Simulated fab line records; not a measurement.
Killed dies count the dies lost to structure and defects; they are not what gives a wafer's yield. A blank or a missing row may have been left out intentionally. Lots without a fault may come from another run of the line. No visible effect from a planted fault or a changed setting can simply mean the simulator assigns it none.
Comparing a struck lot with a sound one | flow gf180mcu | 15 out of 602 route steps
Sound: the wafers L809.3, L809.4, L809.5. Struck: wafer L814.1. (L814.2, L814.6 of the same lot were not struck and are left out.) The cause comes at the end.
Order at every step that has rows: each side's tool, ch and its chambers, its first start. Under that, the readings that differ: sound wafers | struck wafers | difference of the means | sigmas: that difference in standard deviations of wafers without a fault.
alike: readings with means less than 2 such deviations apart, plus words and numbers identical on both sides. not compared: withheld readings, readings lacking a value on some wafer, bounds such as >300 that could conceal the same value, and numbers that have no deviation in the record and whose values overlap.
Wherever a step has rows on one side only, a row that says differs or no value, or a row with sigmas, the two part there. Non-overlapping numbers with no deviation appear without sigmas and do not part them. A reading that every wafer of one side lacks parts them only if that side has two wafers or more.

first, 3 steps without rows for these wafers: GF_M5_STRIP_12 (strips in post etch residue remover, time 1200 s); GF_M5_CLEAN_13 (cleans in DIW); GF_V5_CVD_00 (deposits SiO2, target thk 300 nm, time 50 s).
GF_V5_THK_MEAS_01:
  sound: filmMetro-03 at day 27 16:10; struck: filmMetro-04 at day 29 04:45
  alike: V5_CVD_00_THK
GF_V5_CVD_02: deposits SiO2 from TEOS, target thk 1450 nm, time 163.28 s.
  sound on pecvd-02 ch 0,1, day 27 16:12; struck on pecvd-01 ch 2, day 29 04:49
  alike: heaterPowerW
GF_V5_THK_MEAS_03:
  sound: filmMetro-04 at day 27 16:20; struck: filmMetro-03 at day 29 04:55
  alike: V5_CVD_02_THK
GF_V5_CMP_04: polishes SiO2.
  sound on cmp-02 ch 0,2,3, day 27 16:25; struck on cmp-01 ch 2, day 29 04:58
  alike: motorCurrentA
GF_V5_BOW_MEAS_05:
  sound: filmMetro-04 at day 27 16:43; struck: filmMetro-04 at day 29 05:16
  alike: V5_BOW
then, 4 steps without rows for these wafers: GF_V5_DEHYDRATE_06 (time 60 s); GF_V5_HMDS_07 (prime time 60 s); GF_V5_COAT_08; GF_V5_COAT_09 (resist thk 1000 nm).
GF_V5_SOFTBAKE_10: time 60 s.
  sound on lithoTrack-03 ch 0, day 28 02:00; struck on lithoTrack-03 ch 0, day 29 14:00
reading        | sound             | struck | difference | sigmas
runLengthS (s) | 88.85 88.76 88.77 | 92.81  | +4.02      | +18
then, 1 step without rows for these wafers: GF_V5_EXPOSE_11 (exposes mask Via5, target cd 260 nm).
-- the record jumps here: 2 days lie between the struck wafers' starts before and after (it left off in module V5 and takes up again in module PASSIVATION, whose first step shown is number 602 of the route) --
GF_PASSIVATION_PROBE_99:
  record: rows for the struck wafers here (prober-02, day 31 17:13), none for the sound ones

WHERE THEY PART
Earliest at GF_V5_SOFTBAKE_10; latest, in this record, at GF_PASSIVATION_PROBE_99.

WHY: what the simulator had put in
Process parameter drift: lithoTrack-03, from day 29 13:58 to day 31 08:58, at GF_V5_SOFTBAKE_10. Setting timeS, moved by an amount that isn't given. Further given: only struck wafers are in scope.
